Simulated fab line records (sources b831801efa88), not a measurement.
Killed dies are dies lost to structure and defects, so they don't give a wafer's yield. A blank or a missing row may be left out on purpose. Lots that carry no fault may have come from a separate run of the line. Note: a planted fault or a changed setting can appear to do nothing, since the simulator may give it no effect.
Chamber matching :: flow sky130 :: 4 sister chambers for SKY_VIA3_CMP_24 on cmp-01
The step polishes, stops on SiO2, t overpolish 20 s, target thk 0 nm. 14 wafers are shown with their chamber, then 7 later ones without.

## WAFERS WITH THEIR CHAMBER
wafer: L572.1
chamber: 2
motor current A (A): 11.4
time to endpoint s (s): 101
overpolish run s (s): 19.992

wafer: L572.2
chamber: 1
motor current A (A): 10.4
time to endpoint s (s): 95
overpolish run s (s): 20.002

wafer: L572.5
chamber: 3
motor current A (A): 8.7
time to endpoint s (s): 103
overpolish run s (s): 19.989

wafer: L573.2
chamber: 1
motor current A (A): 10.3
time to endpoint s (s): 86
overpolish run s (s): 20.005

wafer: L573.3
chamber: 3
motor current A (A): 9.6
time to endpoint s (s): 92
overpolish run s (s): 20.016

wafer: L573.4
chamber: 0
motor current A (A): 11.8
time to endpoint s (s): 89
overpolish run s (s): 19.999

wafer: L578.3
chamber: 0
motor current A (A): 12.1
time to endpoint s (s): 95
overpolish run s (s): 20.004

wafer: L578.4
chamber: 3
motor current A (A): 9.3
time to endpoint s (s): 97
overpolish run s (s): 19.993

wafer: L578.5
chamber: 1
motor current A (A): 10.6
time to endpoint s (s): 89
overpolish run s (s): 19.986

wafer: L579.3
chamber: 3
motor current A (A): 8.7
time to endpoint s (s): 99
overpolish run s (s): 19.987

wafer: L579.4
chamber: 1
motor current A (A): 10.5
time to endpoint s (s): 86
overpolish run s (s): 20.006

wafer: L579.6
chamber: 1
motor current A (A): 10.2
time to endpoint s (s): 90
overpolish run s (s): 20.013

wafer: L580.2
chamber: 3
motor current A (A): 8.7
time to endpoint s (s): 101
overpolish run s (s): 20.017

wafer: L580.3
chamber: 0
motor current A (A): 11.7
time to endpoint s (s): 94
overpolish run s (s): 19.978

SIGNATURES, as means of the wafers listed above
reading: motor current A
chamber 0: 11.867
chamber 1: 10.400
chamber 2: 11.400
chamber 3: 9.000
scatter within a chamber: 0.301

reading: time to endpoint s
chamber 0: 92.67
chamber 1: 89.20
chamber 2: 101.00
chamber 3: 98.40
scatter within a chamber: 3.83

reading: overpolish run s
chamber 0: 19.99367
chamber 1: 20.00240
chamber 2: 19.99200
chamber 3: 20.00040
scatter within a chamber: 0.0129
Rule: for a wafer and a chamber, the distance is found by dividing, reading by reading, the gap between the wafer's reading and the chamber's mean by the reading's scatter, squaring, summing and taking the root. If the next closest chamber is less than 2 further off than the closest, the wafer can't be placed; otherwise it belongs to the closest. How the scatter is found: for the shown wafers, subtract from each reading the mean of its chamber, square and add these, divide the total by (wafers less chambers), then take the root.

## WAFERS WHOSE CHAMBER IS MISSING
wafer: L580.5
motor current A (A): 8.9
time to endpoint s (s): 101
overpolish run s (s): 20.002

wafer: L582.1
motor current A (A): 8.7
time to endpoint s (s): 100
overpolish run s (s): 19.999

wafer: L582.3
motor current A (A): 11.8
time to endpoint s (s): 99
overpolish run s (s): 20.009

wafer: L582.5
motor current A (A): 12.6
time to endpoint s (s): 97
overpolish run s (s): 19.999

wafer: L590.1
motor current A (A): 11.6
time to endpoint s (s): 96
overpolish run s (s): 20.000

wafer: L590.2
motor current A (A): 9.0
time to endpoint s (s): 99
overpolish run s (s): 19.989

wafer: L590.4
motor current A (A): 10.4
time to endpoint s (s): 90
overpolish run s (s): 20.007

## WHICH CHAMBER EACH WENT THROUGH
wafer: L580.5
from the rows above: 3
in truth: 3

wafer: L582.1
from the rows above: 3
in truth: 3

wafer: L582.3
from the rows above: can't be placed: 2 or 0
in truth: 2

wafer: L582.5
from the rows above: can't be placed: 0 or 2
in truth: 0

wafer: L590.1
from the rows above: can't be placed: 0 or 2
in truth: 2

wafer: L590.2
from the rows above: 3
in truth: 3

wafer: L590.4
from the rows above: 1
in truth: 1
Correct placement for 4 of the 7. These rows do not allow placing 3 (true chamber among the candidates in 3). Wrongly placed: 0.
